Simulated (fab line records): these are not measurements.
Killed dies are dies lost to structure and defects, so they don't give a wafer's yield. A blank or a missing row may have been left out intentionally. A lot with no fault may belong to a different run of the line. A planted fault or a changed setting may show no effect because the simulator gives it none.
Problem report in the 8D (eight disciplines) form, filled by code | flow sky130 | the parts of the form that need people (team, actions taken, sign-off) are left out

## 1. THE ISSUE
CAP2M_TIN_RS at SKY_CAP2M_RS_MEAS_03 reads a mean of 9.82 ohm/sq on 1 wafer of 1 lot; wafers without a fault read 6.90 ohm/sq with a standard deviation of 0.074. Measured from the usual mean, that is +39 standard deviations.
The step: measures by four-point-probe.
The first sign was on wafer L274.3 at day 43 21:41, on film-metro-02. The record has a number at this step for 30 wafers belonging to 10 lots. The rule behind "out" and "out of limits": a value lying over 4 standard deviations away from the usual mean. The rest of the wafers with a number are treated as sound.

## 2. WHAT IT IS AND WHAT IT IS NOT
question                    | is                | is not
which readings at this step | CAP2M_TIN_RS      | -
which lots                  | L274              | L260, L262, L263, L264, L265, L267, L269, L280, L282
which wafers of those lots  | L274.3            | L274.1, L274.6
read on which gauges        | film-metro-02     | film-metro-01, film-metro-03
when                        | from day 43 21:41 | up to then (23 sound wafers); but 6 sound wafers of L280, L282 came after

## 3. SUSPECTS, AND WHAT RULES EACH OUT
Counting: if a tool at a process step up to the reading ran every lot that is out, it stays a suspect. Sound lots after the first of them don't rule it out here, since some wafers of a struck lot are sound.
- the gauge at SKY_CAP2M_RS_MEAS_03 is ruled out. All the wafers that are out were read on film-metro-02, but those of them that SKY_CAP2M_METAL_ETCH_13 has rows for are out there too, on other tools.
- cmp-02 at SKY_VIA2_CMP_02 (polishes SiO2): kept. It processed L274, the lot that is out, at day 39 15:53, and its most recent sound lot before then was L269 at day 38 08:55.
- pvd-sputter-01 at SKY_METAL3_SPUTTER_00 (material Ti, target thk 15 nm, time 10 s): kept. It processed L274, the lot that is out, at day 40 18:53, and its most recent sound lot before then was L264 at day 37 23:52.
- pvd-sputter-02 at SKY_CAP2M_SPUTTER_02 (material TiN, target thk 200 nm, time 166.7 s): kept. It processed L274, the lot that is out, at day 43 21:34, and its most recent sound lot before then was L269 at day 42 18:05.
- In cmp-02 at SKY_VIA2_CMP_02, the wafers that are out were processed in chamber 2 and their sound lot-mates in chambers 1, 3.
cmp-02 at SKY_VIA2_CMP_02, pvd-sputter-01 at SKY_METAL3_SPUTTER_00 and pvd-sputter-02 at SKY_CAP2M_SPUTTER_02 are what is left after counting.

## 4. THE CAUSE (what the simulator had put in)
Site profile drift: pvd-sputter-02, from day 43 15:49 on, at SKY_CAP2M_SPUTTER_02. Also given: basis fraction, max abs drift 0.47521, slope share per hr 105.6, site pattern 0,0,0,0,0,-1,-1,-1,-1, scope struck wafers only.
This tool is one of the 3 suspects left after counting.

## 5. SEQUENCE OF EFFECTS, ordered by route
Each row: a reading where the mean over the struck wafers with a number is more than 3 standard deviations away from the usual. Scope: only readings with a usual standard deviation given in the record; hours: median across lots of the time from each lot's start at the first step in this table that gives one to its start at this step; sigmas: change in usual standard deviations.
hours | step                    | reading            | usual       | on struck wafers | change | sigmas
0     | SKY_CAP2M_RS_MEAS_03    | CAP2M_TIN_RS       | 6.90 ohm/sq | 9.82             | +2.92  | +39
0     | SKY_CAP2M_THK_MEAS_04   | CAP2M_TIN_THK      | 199.8 nm    | 158.0            | -41.8  | -20
21    | SKY_CAP2M_METAL_ETCH_13 | oes-product-au     | 0.942 a.u.  | 0.821            | -0.121 | -16
21    | SKY_CAP2M_METAL_ETCH_13 | throttle-valve-pct | 21.899 %    | 21.974           | +0.075 | +7.6
Process steps it contains:
- SKY_CAP2M_METAL_ETCH_13: etches TiN in Cl2/BCl3, stops on SiO2, target depth 220 nm, time 62.9 s.
Later measuring or inspecting steps at which every struck wafer that the step has a row for has a number for every such reading, and none has moved that far: SKY_METAL4_CD_MEAS_13.

## 6. WHAT WOULD HAVE CAUGHT IT SOONER
The first out-of-limits reading at a measuring or inspecting step in this record came at day 43 21:41, 6 hours after the fault's start at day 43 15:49.
Tool readings at SKY_CAP2M_SPUTTER_02 with a usual standard deviation given in the record: none out on any struck wafer, hence no alarm at a limit of 4 standard deviations on them.
By day 43 21:41 the whole set of lots that are out, 1 in number, had already begun SKY_CAP2M_SPUTTER_02 on pvd-sputter-02. Holding the tool at that point would not have protected any of them.
